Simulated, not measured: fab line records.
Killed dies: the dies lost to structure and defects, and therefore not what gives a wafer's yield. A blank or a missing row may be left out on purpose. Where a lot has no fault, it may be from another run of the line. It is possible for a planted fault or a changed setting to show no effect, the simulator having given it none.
fab line records	flow sky130
record: lots: 11	wafers: 32	last_day: 50
route steps=708 shown NWELL@34 METAL3@536 METAL4@630 VIA4@641 PAD_OPEN@708
lots with no fault: from the same line, run without faults
start_h: hours from the record's first day to the start of the lot's first wafer shown	wait_h: hours from the lot's prior step to this one	" identical to the entry in the row above	L1.1+2: several wafers, shown together as one row	- no value, or no start was given	* or withheld: withheld	< > ~ a bound
route shown NAME@n: NAME is a module with steps in the file, n the number in the route of the first one	usual: mean/standard deviation of fault-free wafers	same: alike in all rows	chamber/n: place in a boat	sites: readings site by site	_std_site: the values' standard deviation	_edge_site: outer sites' mean less inner sites'	radius_mm: for every site, how far away it sits from the centre of the wafer	mask NAME#n: copy n	behind: the tool/chamber that last shaped the wafer	hold: cause of the lot's hold/its duration in hours/its outcome	device: the n, p or np transistor that did not switch	end of line: tests run on the same wafers once the route is complete	a step without rows: its recipe alone	killed: not the wafer's yield, but the dies lost to structure and defects at the first sort	map: a wafer's dies, x killed, . not, _ none there
set.NAME: setting as actually run; set.NAME@STEP: the setting as run at that earlier step	model.NAME: the simulator's own value behind a step, which no gauge read
route steps across a sampled set of lots; one table per step, one row per wafer
services: when a tool's chamber went out of use (start_h, in hours from the record's first day, below 0 if earlier), for how many hours, and the reason
== steps ==
step: SKY_NWELL_THK_MEAS_02
recipe: reads: SiO2_of_NWELL_OXIDATION_01
usual: NWELL_OXIDATION_THK: 10.01/0.19
lot.wafer	tool	chamber	start_h	wait_h	NWELL_OXIDATION_THK[nm]
L468.1	film_metro-04	-	44.47	0.0	10.24
L468.2	"	-	"	"	10.35
L468.3	"	-	"	"	10.20
L470.4	film_metro-01	-	46.37	0.0	9.89
L470.5	"	-	"	"	9.75
L470.6	"	-	"	"	9.65
L472.2	film_metro-04	-	52.58	0.0	10.17
L472.4	"	-	"	"	10.09
L472.6	"	-	"	"	10.05
L473.1	film_metro-03	-	63.80	0.0	10.27
L473.2	"	-	"	"	10.11
L473.6	"	-	"	"	10.16
L477.4	film_metro-04	-	84.76	0.0	10.02
L477.5	"	-	"	"	9.98
L477.6	"	-	"	"	9.87
L481.2	film_metro-01	-	109.13	0.0	10.01
L481.5	"	-	"	"	9.99
L485.2	film_metro-04	-	123.89	0.0	9.96
L485.3	"	-	"	"	9.84
L485.6	"	-	"	"	9.73
L486.3	film_metro-01	-	132.15	0.0	9.83
L486.4	"	-	"	"	9.97
L486.6	"	-	"	"	9.93
L488.1	film_metro-01	-	139.09	0.0	9.87
L488.5	"	-	"	"	9.88
L488.6	"	-	"	"	10.26
L487.2	film_metro-04	-	139.10	0.0	9.76
L487.5	"	-	"	"	9.87
L487.6	"	-	"	"	9.93
L491.2	film_metro-04	-	157.87	0.0	9.94
L491.4	"	-	"	"	9.98
L491.6	"	-	"	"	10.10
step: SKY_METAL3_SPUTTER_04
recipe: material: TiN	target_thk_nm: 70	power_w: 6500	time_s: 58.3	chamber_pressure_pa: 0.4
usual: throttle_valve_pct: 29.3/0.94
lot.wafer	tool	chamber	start_h	wait_h	throttle_valve_pct
L468.1	pvd_sputter-03	-	858.61	0.0	29.7
L468.2	"	-	"	"	28.0
L468.3	"	-	"	"	29.2
L470.4	pvd_sputter-02	-	863.89	0.0	28.4
L470.5	"	-	"	"	28.6
L470.6	"	-	"	"	28.7
L472.2	pvd_sputter-04	-	872.08	0.0	31.7
L472.4	"	-	"	"	31.5
L472.6	"	-	"	"	29.6
L473.1	pvd_sputter-04	-	890.23	0.0	30.2
L473.2	"	-	"	"	31.6
L473.6	"	-	"	"	29.7
L477.4	pvd_sputter-03	-	918.00	0.0	29.3
L477.5	"	-	"	"	29.8
L477.6	"	-	"	"	29.2
L481.2	pvd_sputter-02	-	952.85	0.0	28.4
L481.5	"	-	"	"	28.5
L485.2	pvd_sputter-04	-	973.27	0.0	29.5
L485.3	"	-	"	"	29.6
L485.6	"	-	"	"	29.2
L486.3	pvd_sputter-02	-	980.99	0.0	28.6
L486.4	"	-	"	"	28.2
L486.6	"	-	"	"	29.0
L487.2	pvd_sputter-04	-	986.30	0.0	31.6
L487.5	"	-	"	"	29.4
L487.6	"	-	"	"	31.5
L488.1	pvd_sputter-04	-	986.77	0.0	29.7
L488.5	"	-	"	"	29.9
L488.6	"	-	"	"	29.8
L491.2	pvd_sputter-04	-	1009.81	0.0	29.5
L491.4	"	-	"	"	31.4
L491.6	"	-	"	"	29.3
step: SKY_METAL4_OVL_MEAS_14
usual: METAL4_OVL: 5/5.1
lot.wafer	tool	chamber	start_h	wait_h	METAL4_OVL[nm]
L468.1	overlay-02	-	989.26	0.1	-9
L468.2	"	-	"	"	6
L468.3	"	-	"	"	-2
L470.4	overlay-02	-	992.63	0.1	4
L470.5	"	-	"	"	10
L470.6	"	-	"	"	4
L472.2	overlay-02	-	998.92	0.1	9
L472.4	"	-	"	"	8
L472.6	"	-	"	"	-2
L473.1	overlay-01	-	1015.64	0.1	-1
L473.2	"	-	"	"	-2
L473.6	"	-	"	"	5
L477.4	overlay-02	-	1039.72	0.1	3
L477.5	"	-	"	"	3
L477.6	"	-	"	"	10
L481.2	overlay-01	-	1070.55	0.1	10
L481.5	"	-	"	"	5
L485.2	overlay-02	-	1088.85	0.1	8
L485.3	"	-	"	"	13
L485.6	"	-	"	"	5
L486.3	overlay-02	-	1096.17	0.1	7
L486.4	"	-	"	"	2
L486.6	"	-	"	"	6
L487.2	overlay-02	-	1098.77	0.1	9
L487.5	"	-	"	"	9
L487.6	"	-	"	"	2
L488.1	overlay-02	-	1099.48	0.1	-4
L488.5	"	-	"	"	8
L488.6	"	-	"	"	9
L491.2	overlay-01	-	1120.50	0.1	10
L491.4	"	-	"	"	0
L491.6	"	-	"	"	7
step: SKY_VIA4_CMP_02
recipe: material: SiO2	down_force_psi: 4	platen_rpm: 60	pad_velocity_m_s: 0.94248
usual: edge_zone_pressure_frac: 0.999/0.0048	motor_current_A: 11.7/1.1	slurry_flow_ml_min: 149.9/0.49
lot.wafer	tool	chamber	start_h	wait_h	edge_zone_pressure_frac	motor_current_A	slurry_flow_ml_min
L468.1	cmp-02	1	990.45	0.1	1.001	11.1	150.2
L468.2	"	3	"	"	1.006	10.9	150.3
L468.3	"	0	"	"	1.001	11.4	150.5
L470.4	cmp-01	1	993.85	0.1	0.995	10.5	149.7
L470.5	"	0	"	"	0.991	12.7	151.1
L470.6	"	1	"	"	0.994	10.4	149.6
L472.2	cmp-01	3	1000.29	0.0	0.997	13.8	149.5
L472.4	"	1	"	"	1.008	10.3	149.9
L472.6	"	0	"	"	0.993	13.0	150.1
L473.1	cmp-02	1	1016.93	0.1	0.995	11.3	150.1
L473.2	"	3	"	"	1.003	11.2	149.3
L473.6	"	0	"	"	1.006	10.8	149.6
L477.4	cmp-01	0	1041.13	0.1	1.005	14.0	150.1
L477.6	"	2	"	"	0.986	10.6	150.2
L477.5	"	3	"	"	1.004	13.7	149.9
L481.2	cmp-01	0	1071.75	0.0	0.989	13.3	149.4
L481.5	"	1	"	"	0.996	10.5	150.3
L485.2	cmp-02	2	1090.04	0.0	0.994	11.6	149.2
L485.3	"	3	"	"	0.994	11.2	150.3
L485.6	"	2	"	"	0.998	12.0	149.1
L486.3	cmp-02	2	1097.41	0.1	0.996	12.0	150.1
L486.4	"	3	"	"	0.997	11.0	149.5
L486.6	"	1	"	"	1.004	11.4	149.6
L487.2	cmp-02	0	1100.01	0.1	1.002	10.5	149.6
L487.6	"	3	"	"	0.999	11.0	149.7
L487.5	"	0	"	"	1.000	11.1	149.3
L488.1	cmp-02	3	1100.68	0.1	0.996	11.6	150.0
L488.5	"	3	"	"	0.997	11.1	149.9
L488.6	"	0	"	"	1.001	10.7	150.0
L491.2	cmp-02	2	1121.80	0.1	0.999	12.3	149.9
L491.4	"	3	"	"	1.005	10.7	150.6
L491.6	"	2	"	"	1.006	12.5	150.0
step: SKY_VIA4_BOW_MEAS_03
recipe: mode: bow
usual: VIA4_BOW: 80/8.9
lot.wafer	tool	chamber	start_h	wait_h	hold	VIA4_BOW[um]
L468.1	film_metro-01	-	990.75	0.2	-	67
L468.2	"	-	"	"	-	73
L468.3	"	-	"	"	-	90
L470.4	film_metro-01	-	994.16	0.3	-	94
L470.5	"	-	"	"	-	91
L470.6	"	-	"	"	-	101
L472.2	film_metro-03	-	1000.61	0.3	-	86
L472.4	"	-	"	"	-	79
L472.6	"	-	"	"	-	75
L473.1	film_metro-03	-	1017.18	0.2	-	63
L473.2	"	-	"	"	-	80
L473.6	"	-	"	"	-	78
L477.4	film_metro-01	-	1041.39	0.2	await_dispo/0.2h/release	83
L477.5	"	-	"	"	await_dispo/0.2h/release	79
L477.6	"	-	"	"	await_dispo/0.2h/release	74
L477.4	film_metro-01	-	1041.68	0.3	-	-
L477.5	"	-	"	"	-	-
L477.6	"	-	"	"	-	-
L481.2	film_metro-01	-	1072.07	0.3	await_dispo/0.2h/release	85
L481.5	"	-	"	"	await_dispo/0.2h/release	92
L481.2	film_metro-01	-	1072.35	0.3	-	-
L481.5	"	-	"	"	-	-
L485.2	film_metro-02	-	1090.36	0.3	-	72
L485.3	"	-	"	"	-	73
L485.6	"	-	"	"	-	83
L486.3	film_metro-01	-	1097.70	0.2	-	61
L486.4	"	-	"	"	-	72
L486.6	"	-	"	"	-	69
L487.2	film_metro-03	-	1100.28	0.2	-	91
L487.5	"	-	"	"	-	73
L487.6	"	-	"	"	-	90
L488.1	film_metro-01	-	1100.98	0.2	-	71
L488.5	"	-	"	"	-	68
L488.6	"	-	"	"	-	74
L491.2	film_metro-02	-	1122.07	0.2	-	84
L491.4	"	-	"	"	-	83
L491.6	"	-	"	"	-	75
step: SKY_VIA4_ETCH_12
recipe: target: SiO2	chemistry: C4F8/O2/Ar	stop_on: TiN	mask_material: NOVOLAK	source_w: 1500	bias_w: 1200	pressure_mtorr: 40	c4f8_flow_sccm: withheld	O2_flow_sccm: 6	Ar_flow_sccm: 300	time_s: withheld	target_depth_a: 5800
usual: oes_product_au: 0.925/0.0047
lot.wafer	tool	chamber	start_h	wait_h	oes_product_au
L468.1	rie_diel-03	3	1013.84	0.0	0.930
L468.2	"	1	"	"	0.932
L468.3	"	0	"	"	0.922
L470.4	rie_diel-01	3	1016.64	0.0	0.921
L470.5	"	1	"	"	0.923
L470.6	"	0	"	"	0.921
L472.2	rie_diel-02	2	1023.30	0.0	0.930
L472.4	"	3	"	"	0.927
L472.6	"	0	"	"	0.925
L473.1	rie_diel-02	1	1038.63	0.0	0.921
L473.2	"	2	"	"	0.927
L473.6	"	2	"	"	0.926
L477.4	rie_diel-01	0	1062.44	0.0	0.923
L477.5	"	2	"	"	0.917
L477.6	"	3	"	"	0.867
L481.2	rie_diel-02	2	1092.99	0.0	0.876
L481.5	"	2	"	"	0.925
L485.2	rie_diel-02	2	1110.44	0.0	0.933
L485.3	"	3	"	"	0.923
L485.6	"	1	"	"	0.917
L486.3	rie_diel-02	0	1117.83	0.0	0.925
L486.4	"	1	"	"	0.927
L486.6	"	0	"	"	0.927
L487.2	rie_diel-02	3	1120.00	0.0	0.921
L487.5	"	2	"	"	0.933
L487.6	"	1	"	"	0.929
L488.1	rie_diel-03	3	1120.30	0.0	0.918
L488.5	"	1	"	"	0.927
L488.6	"	0	"	"	0.924
L491.2	rie_diel-03	1	1141.05	0.0	0.928
L491.4	"	0	"	"	0.924
L491.6	"	0	"	"	0.921
step: SKY_PAD_OPEN_PROBE_99
usual: defect_limited_yield: 82.3/1.9	killed_at_M0_to_M3: 44/6.9	killed_at_M4_up: 3.3/2.1	killed_at_contacts: 24/4.8	killed_at_front_end: 15/4.4	killed_at_other: 0.2/0.48	killed_dies: 87/9.5	killed_open: 48/6.5	killed_short: 39/6.3	sort_bin_3_pad_short: 0.9/0.48	sort_bin_5_function: 10.5/1.5	sort_bin_6_memory: 6.3/1.1	sort_n_pass: 405/9.5	sort_yield_pct: 82.3/1.9
same: gross_dies: 492	killed_at_back_side: 0	sort_bin_4_leakage[%]: 0	sort_bin_8_speed[%]: 0
lot.wafer	tool	chamber	start_h	wait_h	hold	defect_limited_yield[%]	killed_at_M0_to_M3	killed_at_M4_up	killed_at_contacts	killed_at_front_end	killed_at_other	killed_dies	killed_open	killed_short	sort_bin_3_pad_short[%]	sort_bin_5_function[%]	sort_bin_6_memory[%]	sort_n_pass	sort_yield_pct[%]
L468.1	prober-01	-	1084.53	0.1	-	79.7	57	4	24	15	0	100	48	52	1.2	10.6	8.5	392	79.7
L468.2	prober-01	-	1084.58	0.1	-	82.3	38	4	30	14	1	87	49	38	1.2	9.6	6.9	405	82.3
L468.3	prober-01	-	1084.63	0.2	-	81.9	53	6	18	11	1	89	41	48	2.2	10.6	5.3	403	81.9
L470.4	prober-01	-	1086.18	0.2	-	82.7	43	3	28	11	0	85	52	33	0.8	10.8	5.7	407	82.7
L470.5	prober-01	-	1086.23	0.2	-	79.5	47	3	25	26	0	101	59	42	0	13.0	7.5	391	79.5
L470.6	prober-01	-	1086.28	0.2	-	83.1	42	2	28	11	0	83	57	26	0.4	9.1	7.3	409	83.1
L472.2	prober-02	-	1092.85	0.1	-	80.7	53	7	21	14	0	95	54	41	1.2	12.0	6.1	397	80.7
L472.4	prober-02	-	1092.95	0.2	-	80.5	51	3	25	16	1	96	50	46	0.4	12.2	6.9	396	80.5
L472.6	prober-02	-	1093.05	0.2	-	83.5	33	3	34	11	0	81	43	38	0.2	10.8	5.5	411	83.5
L473.1	prober-01	-	1106.57	0.1	-	84.8	41	3	20	11	0	75	46	29	0.4	8.7	6.1	417	84.8
L473.2	prober-01	-	1106.62	0.1	-	81.3	54	4	23	11	0	92	53	38	0.6	9.3	8.7	400	81.3
L473.6	prober-01	-	1106.82	0.2	-	82.1	45	4	19	20	0	88	46	42	0.8	10.2	6.9	404	82.1
L477.4	prober-01	-	1127.97	0.2	-	79.3	59	4	26	12	1	102	54	48	1.0	11.4	8.3	390	79.3
L477.5	prober-01	-	1128.02	0.2	-	81.3	55	2	22	13	0	92	59	33	1.0	9.1	8.5	400	81.3
L477.6	prober-01	-	1128.07	0.2	-	78.9	60	1	30	13	0	104	56	48	0.8	13.6	6.7	388	78.9
L481.2	prober-01	-	1155.21	0.1	await_dispo/7.2h/release	82.5	49	2	25	10	0	86	49	37	1.2	11.0	5.3	406	82.5
L481.5	prober-01	-	1155.36	0.2	await_dispo/7.2h/release	82.7	47	1	28	9	0	85	46	39	1.6	9.3	6.3	407	82.7
L485.2	prober-01	-	1170.35	0.1	-	78.7	51	3	26	25	0	105	60	44	0.4	14.0	6.9	387	78.7
L485.3	prober-01	-	1170.40	0.2	-	79.7	47	4	28	21	0	100	59	36	0.2	12.2	7.9	392	79.7
L485.6	prober-01	-	1170.55	0.2	-	85.2	28	2	21	22	0	73	40	33	1.2	10.2	3.5	419	85.2
L486.3	prober-02	-	1176.62	0.2	-	83.1	34	5	27	17	0	83	44	39	1.0	8.1	7.7	409	83.1
L486.4	prober-02	-	1176.67	0.2	-	82.9	39	7	20	17	1	84	53	30	0.4	9.1	7.5	408	82.9
L486.6	prober-02	-	1176.77	0.2	-	80.9	53	3	21	17	0	94	48	46	0.8	11.2	7.1	398	80.9
L488.1	prober-02	-	1180.00	0.1	-	82.9	46	2	16	19	1	84	46	38	0.6	9.1	7.3	408	82.9
L488.5	prober-02	-	1180.20	0.2	-	82.9	38	2	23	21	0	84	53	31	0.6	10.2	6.3	408	82.9
L488.6	prober-02	-	1180.25	0.2	-	80.9	42	1	33	17	1	94	42	52	0.4	11.0	7.7	398	80.9
L487.2	prober-01	-	1180.04	0.1	-	80.9	45	3	25	20	1	94	53	41	0.8	11.6	6.7	398	80.9
L487.5	prober-01	-	1180.19	0.2	-	81.5	57	2	19	13	0	91	51	40	1.0	9.1	8.3	401	81.5
L487.6	prober-01	-	1180.24	0.2	-	80.9	48	5	22	19	0	94	53	41	0.6	11.8	6.7	398	80.9
L491.2	prober-01	-	1196.79	0.1	-	86.2	34	2	14	18	0	68	34	34	1.0	8.1	4.7	424	86.2
L491.4	prober-01	-	1196.89	0.2	-	85.6	34	3	22	12	0	71	45	26	0	7.9	6.5	421	85.6
L491.6	prober-01	-	1196.99	0.2	-	84.6	40	2	17	17	0	76	38	38	1.2	9.3	4.9	416	84.6
killed by level:class
L468.1 VIA1:geometric_particle:open=12 METAL1:geometric_particle:short=8 VIA3:geometric_particle:open=7 LI_CONTACT:geometric_particle:open=6 CONTACT:geometric_particle:short=6 VIA1:geometric_particle:short=6 CONTACT:geometric_particle:open=6 METAL2:geometric_particle:short=6
L468.2 CONTACT:geometric_particle:open=12 LI_CONTACT:geometric_particle:open=10 VIA1:geometric_particle:open=9 VIA3:geometric_particle:short=6 FIELD_ISO:geometric_particle:short=4 VIA1:geometric_particle:short=4 VIA3:geometric_particle:open=4 METAL2:geometric_particle:short=4
L468.3 VIA1:geometric_particle:open=14 VIA1:geometric_particle:short=8 CONTACT:geometric_particle:open=7 METAL1:geometric_particle:short=7 METAL2:geometric_particle:short=7 FIELD_ISO:geometric_particle:short=6 LI_CONTACT:geometric_particle:open=5 VIA2:geometric_particle:open=5
L470.4 VIA1:geometric_particle:open=16 CONTACT:geometric_particle:open=11 LI_CONTACT:geometric_particle:open=7 METAL1:geometric_particle:short=7 VIA2:geometric_particle:open=6 CONTACT:geometric_particle:short=5 VIA1:geometric_particle:short=5 FIELD_ISO:geometric_particle:open=4
L470.5 VIA1:geometric_particle:open=10 CONTACT:geometric_particle:open=9 FIELD_ISO:geometric_particle:open=8 VIA3:geometric_particle:open=8 CONTACT:geometric_particle:short=7 LI_CONTACT:geometric_particle:open=6 METAL2:geometric_particle:short=6 FIELD_ISO:geometric_particle:short=5
L470.6 CONTACT:geometric_particle:open=12 LI_CONTACT:geometric_particle:open=11 VIA1:geometric_particle:open=9 VIA3:geometric_particle:open=7 VIA2:geometric_particle:open=5 CONTACT:geometric_particle:short=4 METAL1:geometric_particle:short=4 METAL2:geometric_particle:short=4
L472.2 VIA1:geometric_particle:open=16 METAL2:geometric_particle:short=9 CONTACT:geometric_particle:open=8 POLY_GATE:geometric_particle:short=6 VIA2:geometric_particle:open=6 VIA3:geometric_particle:open=6 LI_CONTACT:geometric_particle:open=5 VIA1:geometric_particle:short=5
L472.4 METAL1:geometric_particle:short=10 VIA1:geometric_particle:open=10 CONTACT:geometric_particle:open=9 VIA2:geometric_particle:open=9 VIA3:geometric_particle:open=7 CONTACT:geometric_particle:short=6 FIELD_ISO:geometric_particle:open=5 METAL2:geometric_particle:short=4
L472.6 CONTACT:geometric_particle:open=11 LI_CONTACT:geometric_particle:open=9 VIA1:geometric_particle:open=9 CONTACT:geometric_particle:short=8 VIA3:geometric_particle:open=8 METAL2:geometric_particle:short=5 POLY_GATE:geometric_particle:open=4 LI_CONTACT:geometric_particle:short=4
L473.1 VIA1:geometric_particle:open=16 CONTACT:geometric_particle:open=9 VIA3:geometric_particle:open=5 POLY_GATE:geometric_particle:short=4 LOCAL_INTERCONNECT:geometric_particle:short=4 METAL1:geometric_particle:short=4 VIA1:geometric_particle:short=4 FIELD_ISO:geometric_particle:open=3
L473.2 VIA1:geometric_particle:open=12 VIA3:geometric_particle:open=10 CONTACT:geometric_particle:open=9 VIA2:geometric_particle:open=7 METAL1:geometric_particle:short=7 VIA1:geometric_particle:short=6 LI_CONTACT:geometric_particle:open=5 CONTACT:geometric_particle:short=4
L473.6 VIA1:geometric_particle:open=9 VIA3:geometric_particle:open=9 METAL2:geometric_particle:short=7 CONTACT:geometric_particle:open=6 VIA1:geometric_particle:short=6 LI_CONTACT:geometric_particle:open=5 FIELD_ISO:geometric_particle:open=4 FIELD_ISO:geometric_particle:short=4
L477.4 VIA1:geometric_particle:open=21 CONTACT:geometric_particle:open=9 CONTACT:geometric_particle:short=8 FIELD_ISO:geometric_particle:open=7 VIA1:geometric_particle:short=7 METAL1:geometric_particle:short=6 LI_CONTACT:geometric_particle:open=5 VIA2:geometric_particle:short=5
L477.5 VIA3:geometric_particle:open=14 LI_CONTACT:geometric_particle:open=12 VIA1:geometric_particle:open=11 VIA3:geometric_particle:short=9 VIA2:geometric_particle:open=7 FIELD_ISO:geometric_particle:open=5 METAL2:geometric_particle:short=3 METAL1:geometric_particle:short=3
L477.6 VIA1:geometric_particle:open=12 CONTACT:geometric_particle:open=9 LI_CONTACT:geometric_particle:open=9 VIA3:geometric_particle:open=9 VIA1:geometric_particle:short=9 VIA2:geometric_particle:open=9 METAL1:geometric_particle:short=6 LOCAL_INTERCONNECT:geometric_particle:short=5
L481.2 VIA1:geometric_particle:open=14 CONTACT:geometric_particle:open=10 LI_CONTACT:geometric_particle:open=7 VIA2:geometric_particle:short=6 VIA3:geometric_particle:open=5 METAL1:geometric_particle:short=5 METAL2:geometric_particle:short=5 VIA2:geometric_particle:open=5
L481.5 CONTACT:geometric_particle:open=11 VIA1:geometric_particle:open=8 VIA3:geometric_particle:open=7 METAL2:geometric_particle:short=6 CONTACT:geometric_particle:short=5 VIA2:geometric_particle:open=5 METAL3:geometric_particle:short=5 LI_CONTACT:geometric_particle:open=4
L485.2 VIA2:geometric_particle:open=14 VIA1:geometric_particle:open=11 LI_CONTACT:geometric_particle:open=9 METAL1:geometric_particle:short=7 FIELD_ISO:geometric_particle:open=6 POLY_GATE:geometric_particle:open=6 VIA2:geometric_particle:short=6 LOCAL_INTERCONNECT:geometric_particle:short=6
L485.3 VIA1:geometric_particle:short=9 LI_CONTACT:geometric_particle:open=9 VIA3:geometric_particle:open=9 VIA1:geometric_particle:open=8 CONTACT:geometric_particle:open=8 FIELD_ISO:geometric_particle:open=7 VIA2:geometric_particle:open=6 POLY_GATE:geometric_particle:open=6
L485.6 CONTACT:geometric_particle:open=9 VIA2:geometric_particle:open=7 POLY_GATE:geometric_particle:short=6 VIA1:geometric_particle:open=6 FIELD_ISO:geometric_particle:short=5 CONTACT:geometric_particle:short=5 METAL1:geometric_particle:short=5 FIELD_ISO:geometric_particle:open=4
L486.3 CONTACT:geometric_particle:open=10 CONTACT:geometric_particle:short=9 VIA2:geometric_particle:open=7 METAL2:geometric_particle:short=6 FIELD_ISO:geometric_particle:open=5 VIA1:geometric_particle:open=5 METAL1:geometric_particle:short=5 POLY_GATE:geometric_particle:short=4
L486.4 VIA1:geometric_particle:open=11 CONTACT:geometric_particle:open=7 POLY_GATE:geometric_particle:open=6 VIA2:geometric_particle:open=6 FIELD_ISO:geometric_particle:open=5 LOCAL_INTERCONNECT:geometric_particle:short=5 VIA3:geometric_particle:open=5 LI_CONTACT:geometric_particle:open=4
L486.6 VIA2:geometric_particle:open=10 CONTACT:geometric_particle:open=8 VIA1:geometric_particle:open=8 METAL1:geometric_particle:short=7 VIA3:geometric_particle:open=7 FIELD_ISO:geometric_particle:open=6 VIA3:geometric_particle:short=6 CONTACT:geometric_particle:short=5
L488.1 VIA1:geometric_particle:open=11 CONTACT:geometric_particle:open=10 METAL2:geometric_particle:short=7 VIA2:geometric_particle:open=7 FIELD_ISO:geometric_particle:short=5 LI_CONTACT:geometric_particle:open=5 VIA3:geometric_particle:open=5 POLY_GATE:geometric_particle:short=4
L487.2 CONTACT:geometric_particle:open=12 VIA1:geometric_particle:open=12 VIA2:geometric_particle:open=7 FIELD_ISO:geometric_particle:short=6 POLY_GATE:geometric_particle:short=5 VIA2:geometric_particle:short=5 POLY_GATE:geometric_particle:open=4 VIA3:geometric_particle:open=4
L487.5 VIA1:geometric_particle:open=15 VIA2:geometric_particle:open=8 VIA1:geometric_particle:short=7 LI_CONTACT:geometric_particle:open=7 METAL2:geometric_particle:short=7 METAL1:geometric_particle:short=6 CONTACT:geometric_particle:short=6 VIA3:geometric_particle:open=6
L488.5 CONTACT:geometric_particle:open=11 VIA1:geometric_particle:open=11 FIELD_ISO:geometric_particle:open=7 METAL1:geometric_particle:short=6 VIA3:geometric_particle:open=6 LI_CONTACT:geometric_particle:open=5 POLY_GATE:geometric_particle:open=5 VIA2:geometric_particle:open=5
L487.6 VIA3:geometric_particle:open=12 CONTACT:geometric_particle:open=10 VIA1:geometric_particle:open=10 VIA1:geometric_particle:short=9 LI_CONTACT:geometric_particle:open=6 FIELD_ISO:geometric_particle:open=4 POLY_GATE:geometric_particle:open=4 POLY_GATE:geometric_particle:short=4
L488.6 LI_CONTACT:geometric_particle:open=11 VIA1:geometric_particle:short=7 CONTACT:geometric_particle:short=7 CONTACT:geometric_particle:open=7 VIA1:geometric_particle:open=7 POLY_GATE:geometric_particle:short=6 LOCAL_INTERCONNECT:geometric_particle:short=6 METAL1:geometric_particle:short=6
L491.2 VIA1:geometric_particle:open=10 CONTACT:geometric_particle:open=7 METAL2:geometric_particle:short=6 VIA3:geometric_particle:open=5 POLY_GATE:geometric_particle:short=4 POLY_GATE:geometric_particle:open=4 CONTACT:geometric_particle:short=4 VIA1:geometric_particle:short=4
L491.4 CONTACT:geometric_particle:open=12 VIA1:geometric_particle:open=11 VIA2:geometric_particle:open=6 VIA1:geometric_particle:short=4 FIELD_ISO:geometric_particle:open=3 CONTACT:geometric_particle:short=3 POLY_GATE:geometric_particle:open=3 SPACER:geometric_particle:open=3
L491.6 VIA1:geometric_particle:open=14 CONTACT:geometric_particle:open=7 VIA1:geometric_particle:short=5 FIELD_ISO:geometric_particle:short=4 POLY_GATE:geometric_particle:open=4 CONTACT:geometric_particle:short=4 METAL2:geometric_particle:short=4 VIA2:geometric_particle:open=4
== services ==
tool	chamber	start_h	hours	kind
cmp-01	-	844.22	3.2	pm
rie_diel-02	0	850.64	8.4	repair
rie_diel-02	2	850.67	4.4	repair
cmp-02	-	857.00	0.8	repair
rie_diel-02	1	869.04	123.3	repair
cmp-02	-	912.00	4.0	pm
pvd_sputter-02	-	913.45	2.1	repair
pvd_sputter-04	-	931.62	4.3	repair
pvd_sputter-02	-	960.08	1.2	repair
rie_diel-02	0	970.01	13.3	repair
rie_diel-03	3	986.10	3.6	repair
cmp-02	-	991.63	1.6	repair
cmp-02	-	995.96	5.6	repair
cmp-02	-	1005.46	4.9	pm
rie_diel-03	3	1022.17	11.0	repair
cmp-02	-	1026.25	1.8	repair
cmp-01	-	1041.87	1.3	repair
pvd_sputter-04	-	1042.56	3.5	repair
rie_diel-02	0	1071.73	5.4	repair
cmp-01	-	1084.95	4.0	pm
cmp-02	-	1111.62	2.1	repair
pvd_sputter-04	-	1129.60	3.5	repair
cmp-01	-	1133.15	7.5	pm
rie_diel-02	1	1135.07	4.1	repair
== key ==
first_sign: step: SKY_VIA4_BOW_MEAS_03	reading: visit	direction: added
effect: step: SKY_VIA4_ETCH_12	reading: oes_product_au	direction: down	sigmas: 11	usual: 0.925	struck: 0.872
met_at SKY_VIA4_CMP_02
struck_lots L477,L481
struck_wafers L477.6,L481.2
not_acting_at SKY_NWELL_THK_MEAS_02,SKY_METAL3_SPUTTER_04,SKY_METAL4_OVL_MEAS_14
onset_between 1000.29 1041.13
fault: kind: process_parameter_drift	tool: cmp-01	chamber: -	onset_h: 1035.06	steps: SKY_VIA4_CMP_02	channel: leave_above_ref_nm	offset: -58	shape: step	end_h: 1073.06	scope: struck_wafers_only	acts_in: these_recipes_only	stated: 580
